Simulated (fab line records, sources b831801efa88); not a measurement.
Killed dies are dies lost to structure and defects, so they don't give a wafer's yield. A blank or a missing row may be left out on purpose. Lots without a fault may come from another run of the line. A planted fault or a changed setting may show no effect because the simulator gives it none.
fab line records | flow sky130
record lots=24 wafers=72 last_day=50
route steps=708 shown METAL1@436 VIA1@459
lots that met no fault: from a run of the same line without faults
start_h: hours from the record's first day to the start of the lot's first wafer shown | wait_h: hours since the lot's step before | " the same as in the row above | L1.1+2: a row that stands for several wafers | - no value, or no start given | * or withheld: withheld | < > ~ a bound
route shown NAME@n: a module of which the file shows steps, and the number in the route of the first | usual: mean/standard deviation of fault-free wafers | same: alike in all rows | chamber/n: place in a boat | sites: the reading at each site | _std_site: their standard deviation | _edge_site: outer sites' mean less inner sites' | radius_mm: how far each site lies from the wafer's centre | mask NAME#n: copy n | behind: the tool/chamber that last shaped the wafer | hold: why the lot was held/for how many hours/how that ended | device: the transistor (n, p or np) that didn't switch | end of line: the same wafers' tests at the end of the route | a step without rows: its recipe alone | killed: dies lost to structure and defects at the first sort, not the wafer's yield | map: a wafer's dies, x killed, . not, _ none there
set.NAME: the setting as run; set.NAME@STEP: as run at that earlier step | model.NAME: the simulator's own value behind a step, which no gauge read
steps of the route over a sample of lots; a table a step, a row a wafer
services: from which hour (start_h, from the record's first day; less than 0 if before it) a tool's chamber was out of use, for how many hours, and why
## steps
# step SKY_METAL1_SPUTTER_02
# recipe material=AlCu target_thk_nm=250 power_w=10600 time_s=13.3 chamber_pressure_pa=0.4
# usual throttle_valve_pct=29.6/1.1
# columns lot.wafer tool chamber start_h wait_h throttle_valve_pct
L074.2 pvd_sputter-03 - 728.43 0.0 29.4
L074.3 " - " " 28.6
L074.4 " - " " 30.5
L075.3 pvd_sputter-02 - 745.27 0.0 32.0
L075.5 " - " " 32.0
L075.6 " - " " 28.7
L076.1 pvd_sputter-02 - 750.64 0.0 31.3
L076.2 " - " " 28.4
L076.3 " - " " 29.4
L077.1 pvd_sputter-02 - 756.88 0.0 32.2
L077.3 " - " " 28.8
L077.6 " - " " 29.9
L078.1 pvd_sputter-01 - 760.45 0.0 28.6
L078.2 " - " " 29.2
L078.6 " - " " 28.0
L079.1 pvd_sputter-03 - 769.04 0.0 30.2
L079.4 " - " " 29.4
L079.6 " - " " 29.4
L080.1 pvd_sputter-03 - 786.69 0.0 30.2
L080.3 " - " " 29.4
L080.5 " - " " 29.1
L081.3 pvd_sputter-01 - 800.96 0.0 28.2
L081.4 " - " " 29.3
L081.6 " - " " 29.3
L082.1 pvd_sputter-01 - 821.07 0.0 29.3
L082.4 " - " " 28.6
L082.5 " - " " 28.5
L083.4 pvd_sputter-01 - 826.21 0.0 28.3
L083.5 " - " " 28.6
L083.6 " - " " 28.2
L085.2 pvd_sputter-01 - 829.50 0.0 29.3
L085.4 " - " " 29.1
L085.6 " - " " 29.0
L084.2 pvd_sputter-03 - 831.55 0.0 29.4
L084.5 " - " " 30.5
L084.6 " - " " 28.3
L086.1 pvd_sputter-03 - 835.32 0.0 29.5
L086.3 " - " " 28.7
L086.4 " - " " 30.5
L088.3 pvd_sputter-01 - 848.57 0.0 29.3
L088.5 " - " " 29.2
L088.6 " - " " 29.2
L087.1 pvd_sputter-03 - 855.48 0.0 28.6
L087.2 " - " " 29.6
L087.5 " - " " 28.6
L090.1 pvd_sputter-03 - 869.57 0.0 28.7
L090.3 " - " " 29.5
L090.4 " - " " 30.0
L089.1 pvd_sputter-02 - 869.92 0.0 31.6
L089.3 " - " " 31.9
L089.6 " - " " 29.7
L091.2 pvd_sputter-02 - 880.05 0.0 28.7
L091.5 " - " " 29.9
L091.6 " - " " 29.1
L092.4 pvd_sputter-03 - 881.11 0.0 29.0
L092.5 " - " " 30.2
L092.6 " - " " 30.6
L093.2 pvd_sputter-03 - 882.66 0.0 28.6
L093.5 " - " " 29.3
L093.6 " - " " 30.0
L095.1 pvd_sputter-01 - 892.94 0.0 29.3
L095.2 " - " " 29.7
L095.5 " - " " 28.6
L094.3 pvd_sputter-02 - 893.92 0.0 28.7
L094.4 " - " " 31.3
L094.5 " - " " 29.6
L096.1 pvd_sputter-01 - 902.55 0.0 29.3
L096.3 " - " " 29.3
L096.4 " - " " 28.3
L097.1 pvd_sputter-02 - 906.90 0.0 28.9
L097.3 " - " " 29.7
L097.4 " - " " 32.3
# step SKY_METAL1_RS_MEAS_05
# recipe thk_meas_gauge=four-point-probe reads=TiN_of_METAL1_SPUTTER_04+Ti_of_METAL1_SPUTTER_03+AlCu_of_METAL1_SPUTTER_02+TiN_of_METAL1_SPUTTER_01+Ti_of_METAL1_SPUTTER_00
# usual METAL1_ALCU_RS=0.1272/0.0018
# columns lot.wafer tool chamber start_h wait_h METAL1_ALCU_RS[ohm/sq]
L074.2 film_metro-02 - 728.54 0.0 0.1263
L074.3 " - " " 0.1276
L074.4 " - " " 0.1249
L075.3 film_metro-02 - 745.40 0.1 0.1262
L075.5 " - " " 0.1268
L075.6 " - " " 0.1237
L076.1 film_metro-02 - 750.73 0.0 0.1280
L076.2 " - " " 0.1261
L076.3 " - " " 0.1282
L077.1 film_metro-04 - 756.97 0.0 0.1265
L077.3 " - " " 0.1253
L077.6 " - " " 0.1272
L078.1 film_metro-01 - 760.54 0.0 0.1303
L078.2 " - " " 0.1287
L078.6 " - " " 0.1296
L079.1 film_metro-02 - 769.13 0.0 0.1212
L079.4 " - " " 0.1236
L079.6 " - " " 0.1237
L080.1 film_metro-02 - 786.78 0.0 0.1264
L080.3 " - " " 0.1243
L080.5 " - " " 0.1253
L081.3 film_metro-01 - 801.09 0.1 0.1306
L081.4 " - " " 0.1299
L081.6 " - " " 0.1278
L082.1 film_metro-04 - 821.17 0.0 0.1282
L082.4 " - " " 0.1299
L082.5 " - " " 0.1290
L083.4 film_metro-04 - 826.36 0.1 0.1261
L083.5 " - " " 0.1276
L083.6 " - " " 0.1259
L085.2 film_metro-04 - 829.61 0.0 0.1275
L085.4 " - " " 0.1306
L085.6 " - " " 0.1288
L084.2 film_metro-02 - 831.67 0.0 0.1274
L084.5 " - " " 0.1260
L084.6 " - " " 0.1283
L086.1 film_metro-01 - 835.41 0.0 0.1266
L086.3 " - " " 0.1274
L086.4 " - " " 0.1242
L088.3 film_metro-02 - 848.70 0.1 0.1245
L088.5 " - " " 0.1248
L088.6 " - " " 0.1275
L087.1 film_metro-01 - 855.58 0.0 0.1281
L087.2 " - " " 0.1269
L087.5 " - " " 0.1287
L090.1 film_metro-01 - 869.66 0.0 0.1273
L090.3 " - " " 0.1264
L090.4 " - " " 0.1282
L089.1 film_metro-04 - 870.01 0.0 0.1293
L089.3 " - " " 0.1277
L089.6 " - " " 0.1276
L091.2 film_metro-01 - 880.16 0.0 0.1265
L091.5 " - " " 0.1275
L091.6 " - " " 0.1278
L092.4 film_metro-02 - 881.26 0.1 0.1281
L092.5 " - " " 0.1297
L092.6 " - " " 0.1257
L093.2 film_metro-02 - 882.77 0.0 0.1267
L093.5 " - " " 0.1271
L093.6 " - " " 0.1280
L095.1 film_metro-01 - 893.04 0.0 0.1264
L095.2 " - " " 0.1277
L095.5 " - " " 0.1286
L094.3 film_metro-04 - 894.05 0.1 0.1272
L094.4 " - " " 0.1285
L094.5 " - " " 0.1286
L096.1 film_metro-04 - 902.64 0.0 0.1254
L096.3 " - " " 0.1275
L096.4 " - " " 0.1273
L097.1 film_metro-02 - 906.99 0.0 0.1257
L097.3 " - " " 0.1262
L097.4 " - " " 0.1265
# step SKY_METAL1_THK_MEAS_06
# recipe thk_meas_gauge=xrf reads=AlCu_of_METAL1_SPUTTER_02
# usual METAL1_ALCU_THK=248/3.9
# columns lot.wafer tool chamber start_h wait_h METAL1_ALCU_THK[nm]
L074.2 film_metro-02 - 728.65 0.1 250
L074.3 " - " " 247
L074.4 " - " " 252
L075.3 film_metro-02 - 745.50 0.1 251
L075.5 " - " " 251
L075.6 " - " " 258
L076.1 film_metro-02 - 750.85 0.1 248
L076.2 " - " " 250
L076.3 " - " " 249
L077.1 film_metro-04 - 757.09 0.1 248
L077.3 " - " " 253
L077.6 " - " " 246
L078.1 film_metro-01 - 760.66 0.1 241
L078.2 " - " " 244
L078.6 " - " " 242
L079.1 film_metro-02 - 769.25 0.1 262
L079.4 " - " " 255
L079.6 " - " " 254
L080.1 film_metro-02 - 786.90 0.1 249
L080.3 " - " " 254
L080.5 " - " " 254
L081.3 film_metro-01 - 801.19 0.1 239
L081.4 " - " " 244
L081.6 " - " " 247
L082.1 film_metro-04 - 821.29 0.1 248
L082.4 " - " " 244
L082.5 " - " " 246
L083.4 film_metro-04 - 826.45 0.1 250
L083.5 " - " " 248
L083.6 " - " " 251
L085.2 film_metro-04 - 829.72 0.1 248
L085.4 " - " " 243
L085.6 " - " " 246
L084.2 film_metro-02 - 831.78 0.1 247
L084.5 " - " " 250
L084.6 " - " " 248
L086.1 film_metro-01 - 835.53 0.1 246
L086.3 " - " " 246
L086.4 " - " " 252
L088.3 film_metro-02 - 848.80 0.1 253
L088.5 " - " " 253
L088.6 " - " " 248
L087.1 film_metro-01 - 855.70 0.1 247
L087.2 " - " " 247
L087.5 " - " " 246
L090.1 film_metro-01 - 869.78 0.1 246
L090.3 " - " " 248
L090.4 " - " " 245
L089.1 film_metro-04 - 870.13 0.1 243
L089.3 " - " " 246
L089.6 " - " " 247
L091.2 film_metro-01 - 880.27 0.1 250
L091.5 " - " " 246
L091.6 " - " " 246
L092.4 film_metro-02 - 881.35 0.1 247
L092.5 " - " " 244
L092.6 " - " " 252
L093.2 film_metro-02 - 882.88 0.1 250
L093.5 " - " " 249
L093.6 " - " " 247
L095.1 film_metro-01 - 893.16 0.1 249
L095.2 " - " " 247
L095.5 " - " " 244
L094.3 film_metro-04 - 894.15 0.1 248
L094.4 " - " " 245
L094.5 " - " " 245
L096.1 film_metro-04 - 902.76 0.1 251
L096.3 " - " " 248
L096.4 " - " " 248
L097.1 film_metro-02 - 907.11 0.1 253
L097.3 " - " " 251
L097.4 " - " " 251
# step SKY_VIA1_THK_MEAS_01
# recipe reads=SiO2_of_VIA1_HDPCVD_00
# usual VIA1_HDPCVD_THK=1023/10
# columns lot.wafer tool chamber start_h wait_h VIA1_HDPCVD_THK[nm]
L074.2 film_metro-03 - 757.94 0.1 1020
L074.3 " - " " 1017
L074.4 " - " " 1001
L075.3 film_metro-01 - 773.45 0.1 1011
L075.5 " - " " 1036
L075.6 " - " " 1033
L076.1 film_metro-03 - 778.08 0.1 1053
L076.2 " - " " 1030
L076.3 " - " " 1017
L077.1 film_metro-01 - 785.11 0.1 1019
L077.3 " - " " 1036
L077.6 " - " " 1019
L078.1 film_metro-01 - 787.73 0.1 1024
L078.2 " - " " 1033
L078.6 " - " " 1028
L079.1 film_metro-01 - 797.34 0.1 1029
L079.4 " - " " 1018
L079.6 " - " " 1024
L080.1 film_metro-01 - 814.09 0.1 1027
L080.3 " - " " 1023
L080.5 " - " " 1023
L081.3 film_metro-03 - 827.72 0.1 1003
L081.4 " - " " 1010
L081.6 " - " " 1019
L082.1 film_metro-01 - 848.10 0.1 1033
L082.4 " - " " 1018
L082.5 " - " " 1019
L083.4 film_metro-01 - 853.10 0.0 1010
L083.5 " - " " 1031
L083.6 " - " " 1016
L085.2 film_metro-04 - 856.91 0.1 1009
L085.4 " - " " 1015
L085.6 " - " " 1009
L084.2 film_metro-03 - 859.05 0.1 1034
L084.5 " - " " 1021
L084.6 " - " " 1018
L086.1 film_metro-04 - 862.01 0.1 1030
L086.3 " - " " 1018
L086.4 " - " " 1013
L088.3 film_metro-04 - 876.13 0.1 1020
L088.5 " - " " 1022
L088.6 " - " " 1012
L087.1 film_metro-01 - 883.45 0.1 1005
L087.2 " - " " 1034
L087.5 " - " " 1018
L090.1 film_metro-03 - 896.86 0.1 1037
L090.3 " - " " 1022
L090.4 " - " " 1021
L089.1 film_metro-01 - 897.40 0.1 1015
L089.3 " - " " 1031
L089.6 " - " " 1033
L091.2 film_metro-01 - 906.53 0.1 1020
L091.5 " - " " 1016
L091.6 " - " " 1029
L092.4 film_metro-01 - 907.86 0.0 1034
L092.5 " - " " 1022
L092.6 " - " " 1025
L093.2 film_metro-04 - 909.60 0.1 1024
L093.5 " - " " 1026
L093.6 " - " " 1032
L095.1 film_metro-01 - 919.71 0.1 1028
L095.2 " - " " 1028
L095.5 " - " " 1013
L094.3 film_metro-03 - 920.45 0.1 1013
L094.4 " - " " 1025
L094.5 " - " " 1014
L096.1 film_metro-01 - 929.17 0.1 1024
L096.3 " - " " 1021
L096.4 " - " " 1031
L097.1 film_metro-01 - 932.26 0.1 1031
L097.3 " - " " 1017
L097.4 " - " " 1025
# step SKY_VIA1_CMP_02
# recipe material=SiO2 down_force_psi=4 platen_rpm=60 pad_velocity_m_s=0.94248
# usual motor_current_A=12.1/1.5 platen_rpm=60.00/0.041
# columns lot.wafer tool chamber start_h wait_h motor_current_A platen_rpm
L074.3 cmp-02 2 757.99 0.0 10.2 59.94
L074.4 " 0 " " 11.3 60.03
L074.2 " 1 " " 12.8 59.95
L075.3 cmp-02 1 773.64 0.2 11.6 59.95
L075.5 " 2 " " 10.6 59.99
L075.6 " 3 " " 13.7 59.97
L076.2 cmp-02 2 778.14 0.0 10.5 59.98
L076.1 " 3 " " 13.8 59.92
L076.3 " 1 " " 12.0 60.00
L077.3 cmp-02 2 785.17 0.0 10.3 60.03
L077.1 " 3 " " 14.0 60.08
L077.6 " 3 " " 13.9 60.01
L078.1 cmp-01 3 787.84 0.1 10.1 60.06
L078.2 " 1 " " 14.9 59.98
L078.6 " 3 " " 10.2 59.99
L079.4 cmp-01 3 797.50 0.1 9.9 59.96
L079.1 " 0 " " 11.5 59.97
L079.6 " 1 " " 14.9 60.00
L080.3 cmp-02 1 814.20 0.1 11.9 60.03
L080.1 " 3 " " 13.0 59.88
L080.5 " 1 " " 11.8 60.04
L081.3 cmp-01 0 827.76 0.0 11.9 60.01
L081.4 " 3 " " 10.6 60.02
L081.6 " 0 " " 12.1 60.06
L082.1 cmp-02 1 848.16 0.1 12.2 60.02
L082.4 " 3 " " 13.7 60.01
L082.5 " 2 " " 10.1 60.02
L083.4 cmp-02 0 853.26 0.2 11.3 60.01
L083.5 " 3 " " 13.6 59.94
L083.6 " 0 " " 11.1 60.04
L085.2 cmp-01 2 856.96 0.0 12.9 60.00
L085.4 " 1 " " 15.9 60.04
L085.6 " 3 " " 10.0 60.05
L084.2 cmp-02 3 859.10 0.0 13.6 59.90
L084.5 " 3 " " 14.5 60.05
L084.6 " 0 " " 10.7 59.99
L086.3 cmp-01 1 862.07 0.0 14.7 60.02
L086.4 " 3 " " 9.6 59.93
L086.1 " 0 " " 12.1 60.01
L088.3 cmp-01 2 876.37 0.2 13.0 59.96
L088.5 " 3 " " 10.5 60.04
L088.6 " 0 " " 11.2 59.94
L087.2 cmp-01 1 883.51 0.0 14.6 60.03
L087.1 " 3 " " 10.0 60.03
L087.5 " 1 " " 14.1 60.03
L090.1 cmp-02 1 896.92 0.1 11.9 59.98
L090.3 " 3 " " 13.0 59.97
L090.4 " 0 " " 11.7 60.02
L089.3 cmp-01 2 897.51 0.1 12.7 60.04
L089.1 " 3 " " 9.9 59.96
L089.6 " 1 " " 14.8 60.00
L091.2 cmp-02 0 906.72 0.2 10.9 60.05
L091.5 " 3 " " 14.5 60.01
L091.6 " 0 " " 11.3 59.98
L092.4 cmp-01 2 907.99 0.1 12.1 59.98
L092.6 " 0 " " 11.1 60.01
L092.5 " 1 " " 14.9 59.96
L093.2 cmp-02 2 909.81 0.2 10.6 60.01
L093.6 " 3 " " 14.8 60.03
L093.5 " 0 " " 11.2 59.97
L095.1 cmp-02 1 920.00 0.3 12.1 60.03
L095.2 " 3 " " 13.7 60.03
L095.5 " 2 " " 10.4 59.97
L094.4 cmp-02 1 920.68 0.2 12.6 60.00
L094.3 " 2 " " 10.4 60.03
L094.5 " 0 " " 11.4 60.04
L096.3 cmp-02 1 929.23 0.0 11.9 59.93
L096.4 " 3 " " 14.4 59.98
L096.1 " 0 " " 11.2 59.98
L097.3 cmp-02 3 932.32 0.0 14.4 59.94
L097.1 " 0 " " 11.1 60.03
L097.4 " 1 " " 11.9 60.04
# step SKY_VIA1_ETCH_15
# recipe target=SiO2 chemistry=C4F8/O2/Ar target_depth_nm=351 stop_on=TiN mask_material=KrF-thick source_w=1500 bias_w=1200 pressure_mtorr=40 c4f8_flow_sccm=withheld O2_flow_sccm=6 Ar_flow_sccm=300 time_s=54
# usual oes_product_au=0.980/0.0056
# columns lot.wafer tool chamber start_h wait_h oes_product_au rf_hours_counter_h
L074.2 rie_diel-03 3 784.96 0.0 0.981 34
L074.3 " 1 " " 0.976 16
L074.4 " 0 " " 0.967 17
L075.3 rie_diel-01 3 800.06 0.0 0.983 8
L075.5 " 1 " " 0.981 -
L075.6 " 0 " " 0.973 -
L076.1 rie_diel-01 0 805.21 0.0 0.985 13
L076.2 " 3 " " 0.979 8
L076.3 " 1 " " 0.981 17
L077.1 rie_diel-03 2 812.21 0.0 0.979 22
L077.3 " 1 " " 0.985 16
L077.6 " 1 " " 0.981 -
L078.1 rie_diel-02 1 814.56 0.0 0.982 4
L078.2 " 2 " " 0.991 15
L078.6 " 1 " " 0.993 -
L079.1 rie_diel-03 1 824.35 0.0 0.977 17
L079.4 " 0 " " 0.977 -
L079.6 " 2 " " 0.991 -
L080.1 rie_diel-03 0 840.76 0.0 0.984 19
L080.3 " 2 " " 0.983 23
L080.5 " 2 " " 0.986 -
L081.3 rie_diel-02 1 853.90 0.0 0.977 4
L081.4 " 3 " " 0.980 10
L081.6 " 1 " " 0.975 -
L082.1 rie_diel-02 2 874.90 0.0 0.979 16
L082.4 " 1 " " 0.982 5
L082.5 " 2 " " 0.982 -
L083.4 rie_diel-02 0 879.80 0.0 0.978 5
L083.5 " 2 " " 0.989 -
L083.6 " 3 " " 0.974 -
L085.2 rie_diel-02 3 884.31 0.0 0.977 11
L085.4 " 1 " " 0.979 5
L085.6 " 0 " " 0.986 -
L084.2 rie_diel-02 0 885.20 0.0 0.985 5
L084.5 " 1 " " 0.983 -
L084.6 " 2 " " 0.975 -
L086.1 rie_diel-02 1 888.86 0.0 0.983 6
L086.3 " 2 " " 0.993 17
L086.4 " 0 " " 0.992 5
L088.3 rie_diel-02 2 902.50 0.0 0.991 17
L088.5 " 1 " " 0.984 -
L088.6 " 2 " " 0.984 -
L087.1 rie_diel-03 1 909.72 0.0 0.980 20
L087.2 " 3 " " 0.983 2
L087.5 " 0 " " 0.965 -
L090.1 rie_diel-03 2 922.21 0.0 0.976 26
L090.3 " 0 " " 0.975 22
L090.4 " 1 " " 0.979 20
L089.1 rie_diel-01 3 922.72 0.0 0.986 12
L089.3 " 1 " " 0.975 21
L089.6 " 0 " " 0.984 -
L091.2 rie_diel-01 1 931.51 0.0 0.972 21
L091.5 " 0 " " 0.984 -
L091.6 " 3 " " 0.982 -
L092.4 rie_diel-03 3 932.57 0.0 0.977 3
L092.5 " 2 " " 0.985 -
L092.6 " 1 " " 0.978 -
L093.2 rie_diel-02 3 935.05 0.0 0.969 12
L093.5 " 0 " " 0.977 -
L093.6 " 3 " " 0.973 -
L095.1 rie_diel-03 2 944.80 0.0 0.975 26
L095.2 " 0 " " 0.982 22
L095.5 " 1 " " 0.974 -
L094.3 rie_diel-02 2 946.10 0.0 0.978 18
L094.4 " 0 " " 0.978 6
L094.5 " 1 " " 0.983 -
L096.1 rie_diel-01 3 953.77 0.0 0.988 13
L096.3 " 1 " " 0.978 22
L096.4 " 2 " " 0.988 25
L097.1 rie_diel-02 3 956.80 0.0 0.980 13
L097.3 " 0 " " 0.984 7
L097.4 " 2 " " 0.981 19
## services
# columns tool chamber start_h hours kind
rie_diel-01 0 724.23 4.6 repair
cmp-02 - 744.27 4.0 pm
cmp-02 - 748.27 - consumable_replace:conditioner
cmp-02 - 748.27 - consumable_replace:pad
cmp-02 - 753.43 2.0 repair
rie_diel-01 0 755.48 6.9 repair
cmp-01 - 760.51 0.6 repair
rie_diel-02 - 763.57 0.2 repair
rie_diel-02 0 770.05 5.1 repair
cmp-02 - 782.05 0.6 repair
rie_diel-01 0 812.97 10.6 repair
rie_diel-02 - 816.31 14.6 pm
cmp-01 - 819.08 1.6 repair
cmp-02 - 822.32 3.2 repair
cmp-02 - 830.70 1.4 repair
pvd_sputter-02 - 831.94 8.7 repair
rie_diel-02 - 841.68 0.3 repair
cmp-01 - 849.23 5.6 pm
cmp-02 - 870.33 1.5 repair
cmp-02 - 876.05 4.5 pm
cmp-02 - 890.41 1.5 repair
cmp-01 - 911.05 9.3 pm
cmp-01 - 920.35 4.0 pm
rie_diel-03 - 942.13 2.0 repair
## key
fault none
